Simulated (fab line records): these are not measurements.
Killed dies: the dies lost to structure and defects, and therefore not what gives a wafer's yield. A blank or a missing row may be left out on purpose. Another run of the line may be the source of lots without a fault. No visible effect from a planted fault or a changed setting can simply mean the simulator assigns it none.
One fault seen from 2 desks	flow gf180mcu	every desk sees just its own numbers, and what lay behind them comes last

AT THE TOOL OWNER'S DESK: krf-scanner-02
The tool's own readings at GF_M1_EXPOSE_11 (exposes mask Metal1, target cd 230 nm): means of the sampled wafers that have a number, for each lot that ran on this tool. Marked OUT: a lot whose mean sits more than 4 standard deviations from the usual mean, which makes it out of limits; the brackets give that distance.
Columns: A = exposure-dose-mJ-cm2 at GF_M1_EXPOSE_11, usual 27.97
lot	first seen here	A
L827	day 19 03:51	30.35 (+70) OUT
L829	day 20 00:46	29.83 (+55) OUT
This desk's finding: out of limits on L827, L829; first on L827, day 19 03:51 (exposure-dose-mJ-cm2 at GF_M1_EXPOSE_11). In limits: none.

AT THE METROLOGY DESK
Means of the sampled wafers that have a number, per lot and without regard to the tool the lot ran on: this is what the gauges read. Marked OUT: a lot whose mean sits more than 4 standard deviations from the usual mean, which makes it out of limits; the brackets give that distance.
Columns: A = CONTACT_W_THK at GF_CONTACT_THK_MEAS_26, usual 307 nm; B = cd-nm at GF_M1_CD_MEAS_14, usual 230.1 nm; C = V1_OVL at GF_V1_OVL_MEAS_15, usual 5 nm
lot	first seen here	A	B	C
L820	day 16 04:22	316	231.7	2
L823	day 17 08:13	308	229.9	6
L827	day 18 15:25	296	217.2 (-7.6) OUT	1
L829	day 19 11:50	301	218.8 (-6.6) OUT	6
L835	day 21 15:43	296	230.9	0
L836	day 21 23:30	315	230.0	-1
L837	day 22 08:31	314	228.7	-7
L838	day 22 15:46	311	229.1	3
L839	day 22 21:53	301	233.7	1
L840	day 23 14:52	314	228.7	6
L841	day 23 22:12	302	229.7	5
L842	day 24 06:58	307	228.9	14
This desk's finding: out of limits on L827, L829; first on L827, day 19 15:41 (cd-nm at GF_M1_CD_MEAS_14). Within limits: L820, L823, L835, L836, L837, L838, L839, L840, L841, L842.

TAKEN TOGETHER
The tool owner's desk had the chance to raise an alarm at day 19 03:51 on L827, L829.
The metrology desk could have raised an alarm at day 19 15:41, on L827, L829.
Of the lots named, all ran GF_M1_EXPOSE_11 on krf-scanner-02.

WHAT THE SIMULATOR HAD INSERTED
Drift in process parameters on krf-scanner-02 at GF_M1_EXPOSE_11, starting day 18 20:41. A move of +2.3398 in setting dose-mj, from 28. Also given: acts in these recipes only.
Shown lots that were struck: L827, L829.
Counting hours from when the fault started, the first reading out of limits came at 7 for the tool owner's desk and at 19 for the metrology desk.
